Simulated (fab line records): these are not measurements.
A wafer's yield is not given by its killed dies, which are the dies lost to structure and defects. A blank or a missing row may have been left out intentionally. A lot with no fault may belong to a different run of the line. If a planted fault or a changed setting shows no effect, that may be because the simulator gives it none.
Code-filled problem report in 8D (eight disciplines) form :: flow gf180mcu :: the parts of the form that need people (team, actions taken, sign-off) are left out

== 1. THE PROBLEM ==
Mean of developer_temp_C at GF_HV_LDD_DEVELOP_18: 22.09 C across 6 wafers in 2 lots; on wafers with no fault it is 22.99 C (standard deviation 0.12). Measured from the usual mean, that is -7.5 standard deviations.
The step: develop time 60 s.
First seen on wafer L959.3, day 12 07:28, on litho_track-03. The record holds 42 wafers of 14 lots with a number at this step. Rule for "out", or "out of limits": more than 4 standard deviations from the usual mean. All remaining wafers that have a number are taken as sound.

== 2. WHAT IT IS, AND WHAT IT ISN'T ==
question: which readings at this step
is: developer_temp_C
is not: -

question: which lots
is: L959, L960
is not: L955, L956, L966, L968, L969, L970, L971, L973, L974, L975, L976, L977

question: which wafers of those lots
is: all that have a number
is not: -

question: read on which tools
is: litho_track-03
is not: litho_track-02, litho_track-04

question: when
is: from day 12 07:28
is not: up to then (6 sound wafers); but 30 sound wafers of L966, L968, L969, L970, L971, L973, L974, L975, L976, L977 came after

== 3. WHAT RULES OUT EACH SUSPECT ==
Counting: a tool stays on the suspect list if, at a process step up to the reading, it processed all lots that are out and no sound lot following the first of them.
- litho_track-03 at GF_HV_LDD_DEVELOP_18 (develop time 60 s): ruled out as a lasting fault. After its first lot that is out, L959 (day 12 07:28), sound lots L968, L969, L975, L977 ran on it.
Left after counting: nothing in the record.

== 4. THE CAUSE (what the simulator had put in) ==
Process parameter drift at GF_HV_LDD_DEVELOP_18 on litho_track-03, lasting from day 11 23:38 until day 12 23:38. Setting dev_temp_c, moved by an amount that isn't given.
Counting ruled it out, wrongly.

== 5. SEQUENCE OF EFFECTS, ordered by route ==
One row per reading whose mean, taken over the struck wafers that have a number, lies over 3 standard deviations from the usual. Only readings whose record carries a usual standard deviation are examined. hours: median over the lots of the time between each lot's start at the first step of this table that gives one and its start at this step. sigmas: the change, counted in usual standard deviations.
hours: 0
step: GF_HV_LDD_DEVELOP_18
reading: developer_temp_C
usual: 22.99 C
on struck wafers: 22.09
change: -0.90
sigmas: -7.5
Here are the process steps it includes:
- GF_HV_LDD_DEVELOP_18: develop time 60 s.

== 6. WHAT WOULD HAVE CAUGHT IT SOONER ==
In this record the first reading out of limits was taken at day 12 07:28, 8 hours after the fault began at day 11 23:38.
